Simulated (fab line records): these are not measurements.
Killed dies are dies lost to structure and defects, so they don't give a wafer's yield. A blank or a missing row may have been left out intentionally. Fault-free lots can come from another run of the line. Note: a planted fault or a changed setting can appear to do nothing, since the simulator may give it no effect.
Which tool did it? / flow gf180mcu / Sampling: 11 lots, 33 wafers, 2 of 602 route steps

== WHAT THE GAUGES READ, wafer by wafer ==
GF_CONTACT_RS_MEAS_25: measures by four-point-probe.
lot=L300; measured=day 16 10:01; on=film metro-01; CONTACT_W_RS (ohm/sq)=0.380 0.379 0.381
lot=L302; measured=day 17 11:23; on=film metro-01; CONTACT_W_RS (ohm/sq)=0.371 0.375 0.378
lot=L304; measured=day 18 01:21; on=film metro-03; CONTACT_W_RS (ohm/sq)=0.374 0.374 0.381
lot=L305; measured=day 18 06:08; on=film metro-04; CONTACT_W_RS (ohm/sq)=0.368 0.376 0.367
lot=L309; measured=day 19 21:51; on=film metro-04; CONTACT_W_RS (ohm/sq)=0.380 0.391 0.384
lot=L310; measured=day 20 07:17; on=film metro-01; CONTACT_W_RS (ohm/sq)=0.377 0.380 0.380
lot=L313; measured=day 21 06:55; on=film metro-04; CONTACT_W_RS (ohm/sq)=0.376 0.383 0.377
lot=L314; measured=day 21 21:02; on=film metro-03; CONTACT_W_RS (ohm/sq)=0.386 0.384 0.379
lot=L316; measured=day 22 12:22; on=film metro-04; CONTACT_W_RS (ohm/sq)=0.373 0.371 0.385
lot=L317; measured=day 22 16:52; on=film metro-03; CONTACT_W_RS (ohm/sq)=0.381 0.370 0.373
lot=L322; measured=day 24 06:19; on=film metro-01; CONTACT_W_RS (ohm/sq)=0.378 0.384 0.379

== TOOL THAT RAN EACH LOT (tool first, then ch and the chambers of the sampled wafers, then the start) ==
lot=L300; GF_SALICIDE_SPUTTER_03=pvd sputter-04, day 15 10:09
lot=L302; GF_SALICIDE_SPUTTER_03=pvd sputter-03, day 16 10:41
lot=L304; GF_SALICIDE_SPUTTER_03=pvd sputter-02, day 17 00:29
lot=L305; GF_SALICIDE_SPUTTER_03=pvd sputter-03, day 17 04:53
lot=L309; GF_SALICIDE_SPUTTER_03=pvd sputter-03, day 18 20:06
lot=L310; GF_SALICIDE_SPUTTER_03=pvd sputter-04, day 19 04:44
lot=L313; GF_SALICIDE_SPUTTER_03=pvd sputter-04, day 20 05:00
lot=L314; GF_SALICIDE_SPUTTER_03=pvd sputter-03, day 20 19:38
lot=L316; GF_SALICIDE_SPUTTER_03=pvd sputter-04, day 21 10:49
lot=L317; GF_SALICIDE_SPUTTER_03=pvd sputter-02, day 21 15:13
lot=L322; GF_SALICIDE_SPUTTER_03=pvd sputter-02, day 23 05:34
- GF_SALICIDE_SPUTTER_03: material TiN, target thk 20 nm, time 16.7 s.

== THE ANSWER, worked out from the rows above alone ==
Rule: the usual values come from the lots themselves. Put in order of their means at a reading, lots are off if they are a third of the lots or fewer, leave a main group of 4 or more, and stand apart from it by a gap of 3 or more times the standard deviation of the main group's means; of several such gaps the widest counts. Not used: any main group whose means are identical at the precision the tables above print for the reading. Also off: a lot with no number at a reading for which 4 or more lots have one. All remaining lots with rows at the step are treated as sound.
No lot is off on any of the readings shown, so nothing can be concluded from this.

== WHAT HAD BEEN PUT IN BY THE SIMULATOR ==
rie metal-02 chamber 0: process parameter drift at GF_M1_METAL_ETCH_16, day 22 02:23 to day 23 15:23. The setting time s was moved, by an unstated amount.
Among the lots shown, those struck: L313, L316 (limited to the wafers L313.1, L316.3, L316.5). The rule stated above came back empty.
